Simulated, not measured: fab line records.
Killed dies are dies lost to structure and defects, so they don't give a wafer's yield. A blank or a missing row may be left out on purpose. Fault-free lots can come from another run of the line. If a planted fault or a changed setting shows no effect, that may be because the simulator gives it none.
Which tool is to blame? || flow gf180mcu || 33 wafers from 11 lots sampled at 4 of the route's 602 steps

WHAT THE GAUGES SHOWED, per wafer
GF_HV_LDD_TW_MEAS_38.
{"lot": "L941", "measured": "day 11 15:40", "on": "filmMetro-02", "HV_LDD_3_TW": "1453 1445 1447"}
{"lot": "L942", "measured": "day 11 19:22", "on": "filmMetro-04", "HV_LDD_3_TW": "1423 1422 1417"}
{"lot": "L943", "measured": "day 12 06:44", "on": "filmMetro-04", "HV_LDD_3_TW": "1527 1531 1533 1529 1532 1526"}
{"lot": "L946", "measured": "day 13 06:57", "on": "filmMetro-02", "HV_LDD_3_TW": "1557 1554 1553 1562 1563 1557"}
{"lot": "L947", "measured": "day 13 14:38", "on": "filmMetro-03", "HV_LDD_3_TW": "1556 1557 1556 1562 1560 1566"}
{"lot": "L954", "measured": "day 15 22:43", "on": "filmMetro-03", "HV_LDD_3_TW": "1456 1455 1451"}
{"lot": "L956", "measured": "day 16 13:59", "on": "filmMetro-02", "HV_LDD_3_TW": "1453 1451 1452"}
{"lot": "L959", "measured": "day 17 05:34", "on": "filmMetro-02", "HV_LDD_3_TW": "1441 1440 1443"}
{"lot": "L961", "measured": "day 17 17:10", "on": "filmMetro-03", "HV_LDD_3_TW": "1456 1444 1452"}
{"lot": "L962", "measured": "day 18 03:07", "on": "filmMetro-03", "HV_LDD_3_TW": "1450 1444 1451"}
{"lot": "L964", "measured": "day 19 05:52", "on": "filmMetro-04", "HV_LDD_3_TW": "1421 1420 1416"}

TOOL THAT RAN EACH LOT (tool first, then ch and the chambers of the sampled wafers, then the start)
{"lot": "L941", "GF_VT_IMPLANT_RTA_45": "rtpAnneal-01 ch 0, day 7 10:47", "GF_DUAL_GATE_STRIP_13": "plasmaAsher-04 ch 0,1, day 8 10:32", "GF_HV_LDD_IMPLANT_36": "implanter-03 ch 0, day 11 15:26"}
{"lot": "L942", "GF_VT_IMPLANT_RTA_45": "rtpAnneal-01 ch 0, day 7 21:03", "GF_DUAL_GATE_STRIP_13": "plasmaAsher-04 ch 0,1, day 8 15:29", "GF_HV_LDD_IMPLANT_36": "implanter-02 ch 0, day 11 19:07"}
{"lot": "L943", "GF_VT_IMPLANT_RTA_45": "rtpAnneal-01 ch 0, day 8 05:55", "GF_DUAL_GATE_STRIP_13": "plasmaAsher-04 ch 0,1, day 8 23:41", "GF_HV_LDD_IMPLANT_36": "implanter-01 ch 0, day 12 06:11"}
{"lot": "L946", "GF_VT_IMPLANT_RTA_45": "rtpAnneal-02 ch 0, day 9 01:14", "GF_DUAL_GATE_STRIP_13": "plasmaAsher-03 ch 0,1, day 9 20:44", "GF_HV_LDD_IMPLANT_36": "implanter-03 ch 0, day 13 06:25"}
{"lot": "L947", "GF_VT_IMPLANT_RTA_45": "rtpAnneal-01 ch 0, day 9 05:00", "GF_DUAL_GATE_STRIP_13": "plasmaAsher-04 ch 0,1, day 10 00:28", "GF_HV_LDD_IMPLANT_36": "implanter-03 ch 0, day 13 14:05"}
{"lot": "L954", "GF_VT_IMPLANT_RTA_45": "rtpAnneal-01 ch 0, day 11 02:30", "GF_DUAL_GATE_STRIP_13": "plasmaAsher-03 ch 0,1, day 12 01:01", "GF_HV_LDD_IMPLANT_36": "implanter-03 ch 0, day 15 22:28"}
{"lot": "L956", "GF_VT_IMPLANT_RTA_45": "rtpAnneal-02 ch 0, day 11 15:50", "GF_DUAL_GATE_STRIP_13": "plasmaAsher-01 ch 0,1, day 12 19:04", "GF_HV_LDD_IMPLANT_36": "implanter-02 ch 0, day 16 13:46"}
{"lot": "L959", "GF_VT_IMPLANT_RTA_45": "rtpAnneal-01 ch 0, day 12 10:19", "GF_DUAL_GATE_STRIP_13": "plasmaAsher-01 ch 0,1, day 13 08:17", "GF_HV_LDD_IMPLANT_36": "implanter-03 ch 0, day 17 05:19"}
{"lot": "L961", "GF_VT_IMPLANT_RTA_45": "rtpAnneal-02 ch 0, day 12 21:31", "GF_DUAL_GATE_STRIP_13": "plasmaAsher-01 ch 0,1, day 13 19:50", "GF_HV_LDD_IMPLANT_36": "implanter-02 ch 0, day 17 16:56"}
{"lot": "L962", "GF_VT_IMPLANT_RTA_45": "rtpAnneal-02 ch 0, day 13 05:09", "GF_DUAL_GATE_STRIP_13": "plasmaAsher-01 ch 0,1, day 14 03:52", "GF_HV_LDD_IMPLANT_36": "implanter-02 ch 0, day 18 02:52"}
{"lot": "L964", "GF_VT_IMPLANT_RTA_45": "rtpAnneal-02 ch 0, day 14 04:31", "GF_DUAL_GATE_STRIP_13": "plasmaAsher-01 ch 0,1, day 15 03:46", "GF_HV_LDD_IMPLANT_36": "implanter-01 ch 0, day 19 05:38"}
- GF_VT_IMPLANT_RTA_45: time 30 s.
- GF_DUAL_GATE_STRIP_13: strips in O2/N2.
- GF_HV_LDD_IMPLANT_36

THE ANSWER, worked out from the rows above alone
Rule: the lots themselves supply what counts as usual. Put in order of their means at a reading, lots are off if they are a third of the lots or fewer, leave a main group of 4 or more, and stand apart from it by a gap of 3 or more times the standard deviation of the main group's means; of several such gaps the widest counts. A main group whose means are all the same, to the digits that the tables above print for the reading, isn't used. Also off: a lot with no number at a reading for which 4 or more lots have one. All remaining lots with rows at the step are treated as sound.
Off: L943, L946, L947, seen at GF_HV_LDD_TW_MEAS_38 (HV_LDD_3_TW). Main group: mean 1442, sd 13.
A tool fits if, at a process step before that reading, it ran every lot that is off, and no sound lot after the first of them. Gauges at GF_HV_LDD_TW_MEAS_38: tried the same way as those tools. No candidate that was tried fits.

WHAT THE SIMULATOR HAD PUT IN
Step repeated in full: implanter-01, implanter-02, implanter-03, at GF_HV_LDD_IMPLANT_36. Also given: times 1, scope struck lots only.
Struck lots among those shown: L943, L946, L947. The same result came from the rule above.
